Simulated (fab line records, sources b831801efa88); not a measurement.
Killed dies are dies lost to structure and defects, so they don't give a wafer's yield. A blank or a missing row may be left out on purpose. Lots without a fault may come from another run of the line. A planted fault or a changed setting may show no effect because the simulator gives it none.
Split-lot experiment | flow sfq_line | 5 lots, 15 wafers read, on a route of 325 steps

THE SPLIT
At SFQ_TRILAYER_I1_VIA_LITHO_COAT_054 (resist thk 62 nm), the setting resist_thk_nm was moved away from the recipe's 62 nm on 4 of the 15 wafers read, by -3.8% to +5.4%. The other wafers ran this setting at the recipe's value.

The file shows no step between the split and the reading.

THE READING
etch.depth_nm (the simulator's own value, which no gauge read), in nm, at SFQ_TRILAYER_I1_VIA_BARC_OPEN_VIA_ETCH_071 (etches BARC in O2, target depth 125 nm, time 41.7 s). The file gives no usual value for it. The 11 wafers here that ran the recipe average 61.89 nm, standard deviation 0.071 nm.

wafer  | tool, chamber at the split | resist_thk_nm as run, nm | against the recipe | etch.depth_nm, nm | against lot-mates on the recipe
L075.1 | litho_track-03, 0          | 65.34                    | +5.4%              | 65.19             | +3.30
L075.3 | litho_track-03, 0          | 62                       | recipe             | 61.89             | -
L077.4 | litho_track-02, 0          | 62                       | recipe             | 61.76             | -
L077.5 | litho_track-02, 0          | 62                       | recipe             | 61.93             | -
L077.6 | litho_track-02, 0          | 62                       | recipe             | 61.95             | -
L079.2 | litho_track-03, 0          | 62                       | recipe             | 61.73             | -
L079.4 | litho_track-03, 0          | 62                       | recipe             | 61.92             | -
L079.5 | litho_track-03, 0          | 62                       | recipe             | 61.9              | -
L083.3 | litho_track-03, 0          | 62                       | recipe             | 61.91             | -
L083.6 | litho_track-03, 0          | 62                       | recipe             | 61.87             | -
L084.1 | litho_track-02, 0          | 59.66                    | -3.8%              | 59.65             | -2.30
L084.2 | litho_track-02, 0          | 59.66                    | -3.8%              | 59.53             | -2.41
L084.3 | litho_track-02, 0          | 62                       | recipe             | 61.96             | -
L084.4 | litho_track-02, 0          | 62                       | recipe             | 61.93             | -
L084.5 | litho_track-02, 0          | 59.66                    | -3.8%              | 59.56             | -2.38

THE FIT
A straight line over all 15 wafers: etch.depth_nm changes by +0.612 nm for each +1% of resist_thk_nm; r = +1.00; the points scatter about the line by 0.07 nm.
The same after taking each lot's own level away (the mean of its wafers on the recipe; 15 wafers): +0.62 nm for each +1%; r = +1.00; scatter 0.065 nm.
On that fit, the largest move of resist_thk_nm shifts the reading by 3.3 nm.
The lots' own levels span 61.850 to 61.945 nm, that is 1.3 times the standard deviation above.
So the lot-to-lot level changes the slope little: the two slopes agree.
Check: with one of the wafers moved furthest among these (+5.4%) left out of the fit, the line predicts +3.38 nm for it against its lot-mates. It came out at +3.3 nm against them.

OTHER SPLITS ON THESE WAFERS
These wafers also went through other splits before the reading. Each is held against what the fit with the lots' levels taken away leaves over:
other split on the same wafers                   | wafers away from the commonest value | r with etch.depth_nm (lot level and that fit taken away)
SFQ_TRILAYER_INCOMING_OXIDATION_002 temp_c       | 10                                   | +0.02
SFQ_TRILAYER_L0_VIA_LITHO_COAT_013 resist_thk_nm | 5                                    | +0.12
SFQ_TRILAYER_M0_LITHO_COAT_026 resist_thk_nm     | 6                                    | -0.15
SFQ_TRILAYER_M0_LITHO_PEB_024 peb_temp_c         | 4                                    | +0.07
SFQ_TRILAYER_M0_ETCH_METAL_ETCH_024 time_s       | 5                                    | +0.01
SFQ_TRILAYER_I0_VIA_LITHO_COAT_036 resist_thk_nm | 5                                    | -0.17
SFQ_TRILAYER_M1_LITHO_COAT_039 resist_thk_nm     | 6                                    | +0.15
SFQ_TRILAYER_M1_BARC_OPEN_METAL_ETCH_054 bias_w  | 8                                    | -0.02

THE WHOLE CHAIN: every reading that the file lists as answering this split, in the file's order
step                                       | what it does                                        | reading                                                                                        | change (the file's fit)               | r (the file's)
SFQ_TRILAYER_I1_VIA_LITHO_COAT_054         | resist thk 62 nm                                    | BARC_of_TRILAYER_I1_VIA_LITHO_COAT_054.thk_nm (the simulator's own value, which no gauge read) | +0.621 nm for each +1% of the setting | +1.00
SFQ_TRILAYER_I1_VIA_BARC_OPEN_VIA_ETCH_071 | etches BARC in O2, target depth 125 nm, time 41.7 s | etch.depth_nm (the simulator's own value, which no gauge read)                                 | +0.62 nm for each +1% of the setting  | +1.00

THE FILE'S OWN FIT
etch.depth_nm changes by +0.62 nm for each +1% of resist_thk_nm, r = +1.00.
